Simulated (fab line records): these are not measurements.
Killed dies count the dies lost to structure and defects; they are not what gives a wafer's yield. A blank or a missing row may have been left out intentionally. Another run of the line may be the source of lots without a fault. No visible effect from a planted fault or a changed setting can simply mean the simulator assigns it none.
A single fault, viewed from 2 desks    flow sky130    each desk holds nothing but its own numbers, with what lay behind them at the end

## DESK OF THE TOOL OWNER: implanter-02
The tool's own readings at SKY_SONOS_TUNNEL_IMPLANT_09, given as means over the sampled wafers that have a number, one for each lot that went through this tool. If a lot's mean is further than 4 standard deviations from the usual mean, the lot is out of limits and carries the mark OUT (the distance appears in the brackets).
Columns: A = doseIonsCm2 at SKY_SONOS_TUNNEL_IMPLANT_09, usual 1.0001e+12; B = faradayCurrentUA at SKY_SONOS_TUNNEL_IMPLANT_09, usual 5.64
lot   first seen here  A                     B
L231  day 13 02:59     1.0004e+12            5.72
L232  day 13 10:02     1.0005e+12            5.68
L233  day 13 21:08     9.9983e+11            5.70
L234  day 14 11:54     9.9840e+11            5.51
L236  day 15 04:47     9.9943e+11            5.76
L239  day 15 23:59     1.1228e+12 (+94) OUT  6.41 (+7.0) OUT
L240  day 16 08:59     1.1251e+12 (+96) OUT  6.29 (+5.9) OUT
L247  day 18 20:01     1.0003e+12            5.63
L248  day 19 02:36     9.9950e+11            5.64
This desk's verdict: out of limits on L239, L240, starting with L239 at day 15 23:59 (doseIonsCm2 at SKY_SONOS_TUNNEL_IMPLANT_09). L231, L232, L233, L234, L236, L247, L248 stayed within limits.

## FROM THE METROLOGY DESK
What the gauges read for every lot (on any tool): the sampled wafers with a number, averaged. If a lot's mean is further than 4 standard deviations from the usual mean, the lot is out of limits and carries the mark OUT (the distance appears in the brackets).
Columns: A = SONOS_TUNNEL_TW at SKY_SONOS_TUNNEL_TW_MEAS_12, usual 199.4; B = SPACER_CVD_00_THK at SKY_SPACER_THK_MEAS_01, usual 43.1 nm
lot   first seen here  A                 B
L227  day 12 02:06     201.1             43.3
L229  day 12 16:30     197.8             43.6
L231  day 13 03:22     201.8             43.2
L232  day 13 10:25     198.8             44.0
L233  day 13 21:33     197.2             42.7
L234  day 14 12:18     199.6             42.7
L236  day 15 05:11     199.3             43.2
L239  day 16 00:23     203.1             42.4
L240  day 16 09:23     207.7 (+4.9) OUT  43.2
L246  day 18 02:02     198.4             42.8
L247  day 18 20:35     199.1             42.5
L248  day 19 03:00     196.0             43.5
Per this desk, out of limits: L240; the first was L240, day 16 09:23 (SONOS_TUNNEL_TW at SKY_SONOS_TUNNEL_TW_MEAS_12). L227, L229, L231, L232, L233, L234, L236, L239, L246, L247, L248 stayed within limits.

## BROUGHT TOGETHER
An alarm could have come from the tool owner's desk at day 15 23:59, on L239, L240.
At day 16 09:23 the metrology desk could have sounded an alarm, on L240.
The metrology desk holds a record of L239, inside its limits.
All the named lots went through SKY_SONOS_TUNNEL_IMPLANT_09 on implanter-02.

## WHAT THE SIMULATOR HAD INSERTED
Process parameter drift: implanter-02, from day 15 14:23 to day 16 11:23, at SKY_SONOS_TUNNEL_IMPLANT_09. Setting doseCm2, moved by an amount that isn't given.
Shown lots that were struck: L239, L240.
Delay (hours) between the fault's onset and each desk's first out-of-limits reading: 10 at the tool owner's desk, 19 at the metrology desk.
